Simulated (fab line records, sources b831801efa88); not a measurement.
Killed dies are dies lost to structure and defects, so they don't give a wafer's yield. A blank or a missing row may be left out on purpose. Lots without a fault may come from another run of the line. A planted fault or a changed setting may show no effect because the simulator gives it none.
Chamber matching | flow gf180mcu | GF_M5_ETCH_09 on rie_diel-01: 4 sister chambers
The step etches Si3N4 in CF4/O2, target depth 52 nm, time 11.6 s. 14 wafers are shown with their chamber, then 7 later ones without.

WAFERS WITH THEIR CHAMBER
wafer  | chamber | drypump_motor_current_A (A) | rf_fwd_power_W (W) | oes_product_au (a.u.)
L704.2 | 2       | 6.08                        | 794                | 1.010
L704.3 | 1       | 5.81                        | 794                | 1.003
L704.5 | 1       | 5.80                        | 793                | 0.998
L705.2 | 1       | 5.81                        | 792                | 1.005
L705.3 | 0       | 5.84                        | 790                | 1.006
L705.6 | 1       | 5.80                        | 793                | 1.004
L707.1 | 3       | 6.17                        | 784                | 1.004
L707.2 | 0       | 5.85                        | 790                | 1.003
L707.6 | 0       | 5.83                        | 791                | 0.993
L721.1 | 1       | 5.81                        | 790                | 1.004
L721.4 | 2       | 6.11                        | 792                | 0.994
L721.5 | 1       | 5.81                        | 791                | 1.006
L722.4 | 3       | 6.17                        | 777                | 1.017
L722.5 | 1       | 5.80                        | 793                | 0.998

SIGNATURES (means of the wafers above)
reading                 | chamber 0 | chamber 1 | chamber 2 | chamber 3 | scatter within a chamber
drypump_motor_current_A | 5.8400    | 5.8057    | 6.0950    | 6.1700    | 0.00906
rf_fwd_power_W          | 790.33    | 792.29    | 793.00    | 780.50    | 1.96
oes_product_au          | 1.00067   | 1.00257   | 1.00200   | 1.01050   | 0.00607
Rule: a wafer's distance from a chamber is the root of the sum, over the readings, of the square of ((its reading less the chamber's mean) divided by the reading's scatter). The wafer belongs to the nearest chamber; if the next one is less than 2 further off, it can't be placed. The scatter: the root of (the sum of the squares of (reading less its chamber's mean) over the shown wafers, divided by (wafers less chambers)).

WAFERS WITHOUT THEIR CHAMBER
wafer  | drypump_motor_current_A (A) | rf_fwd_power_W (W) | oes_product_au (a.u.)
L722.6 | 6.15                        | 788                | 0.993
L723.1 | 5.85                        | 792                | 0.992
L723.3 | 6.07                        | 794                | 0.993
L723.4 | 5.81                        | 792                | 1.005
L724.3 | 6.09                        | 794                | 0.995
L724.4 | 5.81                        | 791                | 1.008
L724.5 | 6.18                        | 782                | 1.023

WHICH CHAMBER EACH WENT THROUGH
wafer  | from the rows above     | in truth
L722.6 | can't be placed: 3 or 2 | 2
L723.1 | 0                       | 0
L723.3 | 2                       | 2
L723.4 | 1                       | 1
L724.3 | 2                       | 2
L724.4 | 1                       | 1
L724.5 | 3                       | 3
Placed correctly: 6 of 7. Can't be placed from these rows: 1 (the true chamber is among the candidates in 1). Placed wrongly: 0.
